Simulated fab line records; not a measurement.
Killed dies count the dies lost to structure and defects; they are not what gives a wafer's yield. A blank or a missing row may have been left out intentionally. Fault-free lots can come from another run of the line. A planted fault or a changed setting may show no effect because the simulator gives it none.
fab line records + flow gf180mcu + part 2 of 2: steps 29 to 37 of 37
record:
- lots: 5
- wafers: 15
- last-day: 33
route steps=602 shown M5@530 V5@540
lots untouched by any fault: they come from a run of this same line in which no faults occurred
start-h: hours from the record's first day to the start of the lot's first wafer shown + wait-h: how many hours have passed since the lot's step before this one + " repeats the value in the row above + L1.1+2: one row covering several wafers at once + - no value present, or no start provided + * or withheld: withheld + < > ~ a bound
route shown NAME@n: names a module that has steps shown in the file, with the first one's number in the route + usual: the fault-free wafers' mean and standard deviation + same: alike in all rows + chamber/n: place in a boat + sites: per-site readings + _std_site: standard deviation of those values + _edge_site: inner sites' mean taken away from outer sites' mean + radius-mm: for every site, how far away it sits from the centre of the wafer + mask NAME#n: copy n + behind: the last tool/chamber to shape the wafer + hold: cause of the lot's hold/its duration in hours/its outcome + device: the n, p or np transistor that did not switch + end of line: tests of these same wafers at the route's end + a step with no rows: only its recipe + killed: dies lost to structure and defects at the first sort, not the wafer's yield + map: per-die view of a wafer (x killed, . not killed, _ where there is no die)
set.NAME: the setting as run; set.NAME@STEP: as run at that earlier step + model.NAME: the simulator's own value behind a step, which no gauge read
lots at some steps of the route; a table a step, a row a wafer
services: a tool's chamber out of use, with start hour (start-h, from the record's first day; less than 0 if before it), hours out, and reason
== steps ==
step: GF_V5_STRIP_18
recipe:
- chemistry: O2/N2
- power-w: 1400
- pressure-mtorr: 1500
- platen-temp-c: 250
- o2-flow-sccm: 3000
- n2-flow-sccm: 300
- overash-fraction: 0.5
usual:
- chamber-pressure-mTorr: 1500.1/1.3
- drypump-motor-current-A: 6.0/0.52
- heater-power-w: 326/23
- oes-product-au: 0.569/0.0053
| lot.wafer | tool            | chamber | start-h | wait-h | chamber-pressure-mTorr | drypump-motor-current-A | heater-power-w | oes-product-au | rf-hours-counter-h |
|-----------|-----------------|---------|---------|--------|------------------------|-------------------------|----------------|----------------|--------------------|
| L077.1    | plasma-asher-01 | 1       | 647.30  | -      | 1499.8                 | 5.3                     | 348            | 0.567          | 21                 |
| L077.2    | "               | 0       | "       | "      | 1500.4                 | 5.7                     | 315            | 0.564          | 21                 |
| L077.3    | "               | 1       | "       | "      | 1499.0                 | 5.3                     | 354            | 0.576          | -                  |
| L080.1    | plasma-asher-03 | 1       | 671.95  | -      | 1499.5                 | 6.7                     | 354            | 0.578          | 90                 |
| L080.2    | "               | 0       | "       | "      | 1502.0                 | 5.7                     | 311            | 0.575          | 90                 |
| L080.4    | "               | 1       | "       | "      | 1499.7                 | 6.8                     | 367            | 0.568          | -                  |
| L085.1    | plasma-asher-02 | 1       | 710.78  | -      | 1500.1                 | 6.5                     | 292            | 0.571          | 109                |
| L085.2    | "               | 0       | "       | "      | 1499.8                 | 5.7                     | 317            | 0.559          | 109                |
| L085.3    | "               | 0       | "       | "      | 1498.9                 | 5.7                     | 309            | 0.570          | -                  |
| L088.1    | plasma-asher-03 | 0       | 740.02  | -      | 1501.1                 | 5.7                     | 314            | 0.576          | 97                 |
| L088.3    | "               | 1       | "       | "      | 1501.3                 | 6.8                     | 353            | 0.569          | -                  |
| L088.4    | "               | 0       | "       | "      | 1499.4                 | 5.7                     | 314            | 0.575          | -                  |
| L090.1    | plasma-asher-01 | 1       | 747.23  | -      | 1499.7                 | 5.3                     | 348            | 0.572          | 32                 |
| L090.4    | "               | 1       | "       | "      | 1501.2                 | 5.4                     | 345            | 0.563          | -                  |
| L090.6    | "               | 1       | "       | "      | 1499.6                 | 5.4                     | 356            | 0.582          | -                  |
step: GF_V5_STRIP_19
recipe:
- chemistry: post-etch-residue-remover
- time-s: 1200
- temp-c: 72.5
| lot.wafer  | tool         | chamber | start-h | wait-h |
|------------|--------------|---------|---------|--------|
| L077.1+2+3 | wet-bench-01 | 1       | 647.40  | 0.1    |
| L080.1+2+4 | wet-bench-04 | 0       | 672.05  | 0.1    |
| L085.1+2+3 | wet-bench-04 | 0       | 710.88  | 0.1    |
| L088.1+3+4 | wet-bench-04 | 2       | 740.95  | 0.9    |
| L090.1+4+6 | wet-bench-02 | 3       | 747.33  | 0.1    |
step: GF_V5_CLEAN_20
recipe:
- chemistry: DIW
- dry: n2-spin
| lot.wafer  | tool         | chamber | start-h | wait-h |
|------------|--------------|---------|---------|--------|
| L077.1+2+3 | wet-bench-01 | 1       | 648.14  | 0.0    |
| L080.1+2+4 | wet-bench-01 | 2       | 672.39  | 0.0    |
| L085.1+2+3 | wet-bench-02 | 3       | 711.22  | 0.0    |
| L088.1+3+4 | wet-bench-04 | 1       | 742.12  | 0.8    |
| L090.1+4+6 | wet-bench-01 | 2       | 747.67  | 0.0    |
step: GF_V5_SPUTTER_21
recipe:
- material: Ti
- target-thk-nm: 15
- chamber-pressure-pa: 5
- power-w: 2500
- substrate-temp-c: 200
- time-s: 80.02
usual:
- chamber-pressure-pa: 4.998/0.01
- throttle-valve-pct: 30.5/1.3
| lot.wafer | tool           | chamber | start-h | wait-h | chamber-pressure-pa | throttle-valve-pct |
|-----------|----------------|---------|---------|--------|---------------------|--------------------|
| L077.1    | pvd-sputter-02 | -       | 648.33  | 0.0    | 5.011               | 31.6               |
| L077.2    | "              | -       | "       | "      | 5.032               | 27.4               |
| L077.3    | "              | -       | "       | "      | 5.009               | 31.6               |
| L080.1    | pvd-sputter-04 | -       | 672.48  | 0.0    | 5.004               | 30.3               |
| L080.2    | "              | -       | "       | "      | 5.000               | 30.9               |
| L080.4    | "              | -       | "       | "      | 5.008               | 29.3               |
| L085.1    | pvd-sputter-01 | -       | 711.32  | 0.0    | 4.996               | 31.4               |
| L085.2    | "              | -       | "       | "      | 4.991               | 29.7               |
| L085.3    | "              | -       | "       | "      | 4.985               | 31.0               |
| L088.1    | pvd-sputter-02 | -       | 742.22  | 0.0    | 4.999               | 31.5               |
| L088.3    | "              | -       | "       | "      | 5.002               | 27.4               |
| L088.4    | "              | -       | "       | "      | 4.990               | 31.8               |
| L090.1    | pvd-sputter-04 | -       | 747.76  | 0.0    | 4.991               | 30.3               |
| L090.4    | "              | -       | "       | "      | 5.005               | 31.7               |
| L090.6    | "              | -       | "       | "      | 5.003               | 29.7               |
step: GF_V5_SPUTTER_22
recipe:
- material: TiN
- target-thk-nm: 10
- chamber-pressure-pa: 5
- power-w: 4000
- time-s: 40
usual:
- chamber-pressure-pa: 4.999/0.01
- throttle-valve-pct: 30.5/1.3
| lot.wafer | tool           | chamber | start-h | wait-h | chamber-pressure-pa | throttle-valve-pct |
|-----------|----------------|---------|---------|--------|---------------------|--------------------|
| L077.1    | pvd-sputter-02 | -       | 648.39  | 0.0    | 5.003               | 31.8               |
| L077.2    | "              | -       | "       | "      | 5.000               | 27.4               |
| L077.3    | "              | -       | "       | "      | 5.002               | 31.4               |
| L080.1    | pvd-sputter-04 | -       | 672.54  | 0.0    | 5.000               | 30.2               |
| L080.2    | "              | -       | "       | "      | 4.998               | 31.1               |
| L080.4    | "              | -       | "       | "      | 4.987               | 29.2               |
| L085.1    | pvd-sputter-01 | -       | 711.38  | 0.0    | 4.990               | 31.5               |
| L085.2    | "              | -       | "       | "      | 4.986               | 29.8               |
| L085.3    | "              | -       | "       | "      | 5.012               | 30.9               |
| L088.1    | pvd-sputter-02 | -       | 742.28  | 0.0    | 4.993               | 31.3               |
| L088.3    | "              | -       | "       | "      | 4.991               | 27.1               |
| L088.4    | "              | -       | "       | "      | 4.976               | 31.9               |
| L090.1    | pvd-sputter-04 | -       | 747.82  | 0.0    | 5.020               | 30.2               |
| L090.4    | "              | -       | "       | "      | 5.001               | 31.6               |
| L090.6    | "              | -       | "       | "      | 5.010               | 29.2               |
step: GF_V5_CVD_23
recipe:
- material: W
- target-thk-nm: 350
- time-s: 104.9
- temp-c: 400
- pressure-torr: 40
usual:
- heater-power-w: 920/81
| lot.wafer | tool     | chamber | start-h | wait-h | heater-power-w |
|-----------|----------|---------|---------|--------|----------------|
| L077.1    | cvd-w-02 | 0       | 648.43  | 0.0    | 905            |
| L077.2    | "        | 1       | "       | "      | 1045           |
| L077.3    | "        | 0       | "       | "      | 912            |
| L080.1    | cvd-w-01 | 1       | 672.58  | 0.0    | 858            |
| L080.2    | "        | 0       | "       | "      | 830            |
| L080.4    | "        | 1       | "       | "      | 876            |
| L085.1    | cvd-w-02 | 1       | 711.42  | 0.0    | 999            |
| L085.2    | "        | 0       | "       | "      | 934            |
| L085.3    | "        | 0       | "       | "      | 935            |
| L088.1    | cvd-w-01 | 0       | 742.32  | 0.0    | 792            |
| L088.3    | "        | 1       | "       | "      | 875            |
| L088.4    | "        | 0       | "       | "      | 810            |
| L090.1    | cvd-w-02 | 0       | 747.86  | 0.0    | 926            |
| L090.4    | "        | 1       | "       | "      | 1035           |
| L090.6    | "        | 1       | "       | "      | 1040           |
step: GF_V5_RS_MEAS_24
recipe:
- thk-meas-gauge: four-point-probe
- reads: W_of_V5_CVD_23+TiN_of_V5_SPUTTER_22+Ti_of_V5_SPUTTER_21
usual:
- V5_W_RS: 0.327/0.0037
| lot.wafer | tool          | chamber | start-h | wait-h | V5_W_RS[ohm/sq] |
|-----------|---------------|---------|---------|--------|-----------------|
| L077.1    | film-metro-02 | -       | 648.54  | 0.1    | 0.329           |
| L077.2    | "             | -       | "       | "      | 0.326           |
| L077.3    | "             | -       | "       | "      | 0.327           |
| L080.1    | film-metro-01 | -       | 672.69  | 0.1    | 0.332           |
| L080.2    | "             | -       | "       | "      | 0.320           |
| L080.4    | "             | -       | "       | "      | 0.331           |
| L085.1    | film-metro-02 | -       | 711.53  | 0.1    | 0.327           |
| L085.2    | "             | -       | "       | "      | 0.331           |
| L085.3    | "             | -       | "       | "      | 0.329           |
| L088.1    | film-metro-01 | -       | 743.29  | 0.9    | 0.323           |
| L088.3    | "             | -       | "       | "      | 0.323           |
| L088.4    | "             | -       | "       | "      | 0.325           |
| L090.1    | film-metro-04 | -       | 747.98  | 0.1    | 0.326           |
| L090.4    | "             | -       | "       | "      | 0.329           |
| L090.6    | "             | -       | "       | "      | 0.334           |
step: GF_V5_THK_MEAS_25
recipe:
- thk-meas-gauge: xrf
- reads: W_of_V5_CVD_23
usual:
- V5_W_THK: 351/4.7
| lot.wafer | tool          | chamber | start-h | wait-h | V5_W_THK[nm] |
|-----------|---------------|---------|---------|--------|--------------|
| L077.1    | film-metro-02 | -       | 648.66  | 0.1    | 346          |
| L077.2    | "             | -       | "       | "      | 348          |
| L077.3    | "             | -       | "       | "      | 351          |
| L080.1    | film-metro-01 | -       | 672.81  | 0.1    | 348          |
| L080.2    | "             | -       | "       | "      | 358          |
| L080.4    | "             | -       | "       | "      | 348          |
| L085.1    | film-metro-02 | -       | 711.65  | 0.1    | 352          |
| L085.2    | "             | -       | "       | "      | 347          |
| L085.3    | "             | -       | "       | "      | 349          |
| L088.1    | film-metro-01 | -       | 743.41  | 0.1    | 357          |
| L088.3    | "             | -       | "       | "      | 355          |
| L088.4    | "             | -       | "       | "      | 352          |
| L090.1    | film-metro-04 | -       | 748.10  | 0.1    | 353          |
| L090.4    | "             | -       | "       | "      | 352          |
| L090.6    | "             | -       | "       | "      | 346          |
step: GF_V5_CMP_26
recipe:
- stop-on: SiO2
- down-force-psi: 3.5
- platen-rpm: 60
- t-overpolish-s: 15
- target-thk-nm: 0
- pad-velocity-m-s: 0.94248
usual:
- motor-current-A: 11.1/0.89
- overpolish-run-s: 15.000/0.0094
- time-to-endpoint-s: 84/3
| lot.wafer | tool   | chamber | start-h | wait-h | motor-current-A | overpolish-run-s | time-to-endpoint-s |
|-----------|--------|---------|---------|--------|-----------------|------------------|--------------------|
| L077.3    | cmp-01 | 1       | 648.72  | 0.0    | 10.6            | 14.991           | 91                 |
| L077.1    | "      | 2       | "       | "      | 11.6            | 15.000           | 89                 |
| L077.2    | "      | 0       | "       | "      | 12.4            | 15.008           | 87                 |
| L080.2    | cmp-01 | 1       | 672.92  | 0.1    | 10.4            | 15.005           | 87                 |
| L080.4    | "      | 2       | "       | "      | 11.1            | 15.003           | 80                 |
| L080.1    | "      | 3       | "       | "      | 9.8             | 15.006           | 83                 |
| L085.2    | cmp-01 | 0       | 711.71  | 0.0    | 11.5            | 15.002           | 81                 |
| L085.3    | "      | 2       | "       | "      | 11.8            | 15.015           | 80                 |
| L085.1    | "      | 3       | "       | "      | 9.9             | 14.995           | 79                 |
| L088.3    | cmp-01 | 0       | 743.71  | 0.3    | 11.6            | 15.007           | 86                 |
| L088.1    | "      | 1       | "       | "      | 10.2            | 14.990           | 85                 |
| L088.4    | "      | 2       | "       | "      | 11.7            | 14.998           | 82                 |
| L090.1    | cmp-02 | 1       | 751.49  | 3.4    | 10.4            | 15.008           | 82                 |
| L090.4    | "      | 0       | "       | "      | 13.2            | 15.014           | 82                 |
| L090.6    | "      | 1       | "       | "      | 10.4            | 14.999           | 82                 |
== services ==
| tool           | chamber | start-h | hours | kind   |
|----------------|---------|---------|-------|--------|
| cmp-02         | -       | 596.35  | 0.3   | repair |
| pvd-sputter-04 | -       | 598.76  | 6.2   | repair |
| pvd-sputter-02 | -       | 600.47  | 3.8   | repair |
| krf-scanner-01 | -       | 609.30  | 1.3   | repair |
| krf-scanner-02 | -       | 654.81  | 4.4   | pm     |
| cmp-02         | -       | 659.28  | 11.0  | repair |
| cmp-02         | -       | 659.65  | 1.3   | repair |
| krf-scanner-01 | -       | 665.92  | 0.6   | repair |
| krf-scanner-01 | -       | 675.45  | 1.0   | pm     |
| wet-bench-02   | -       | 679.85  | 4.4   | pm     |
| krf-scanner-02 | -       | 681.23  | 1.0   | pm     |
| krf-scanner-02 | -       | 682.70  | 0.8   | pm     |
| krf-scanner-01 | -       | 693.14  | 1.3   | pm     |
| krf-scanner-02 | -       | 697.09  | 1.3   | pm     |
| cmp-02         | -       | 697.31  | 1.0   | repair |
| krf-scanner-01 | -       | 698.05  | 2.0   | repair |
| rie-diel-01    | 1       | 705.60  | 2.9   | repair |
| cmp-01         | -       | 710.37  | 1.0   | repair |
| rie-diel-01    | 1       | 717.05  | 6.2   | repair |
| krf-scanner-01 | -       | 725.73  | 0.8   | pm     |
| cmp-02         | -       | 728.00  | 0.9   | repair |
| rie-diel-01    | 1       | 735.02  | 3.3   | repair |
| cmp-02         | -       | 744.19  | 4.0   | pm     |
| cmp-01         | -       | 748.21  | 4.2   | pm     |
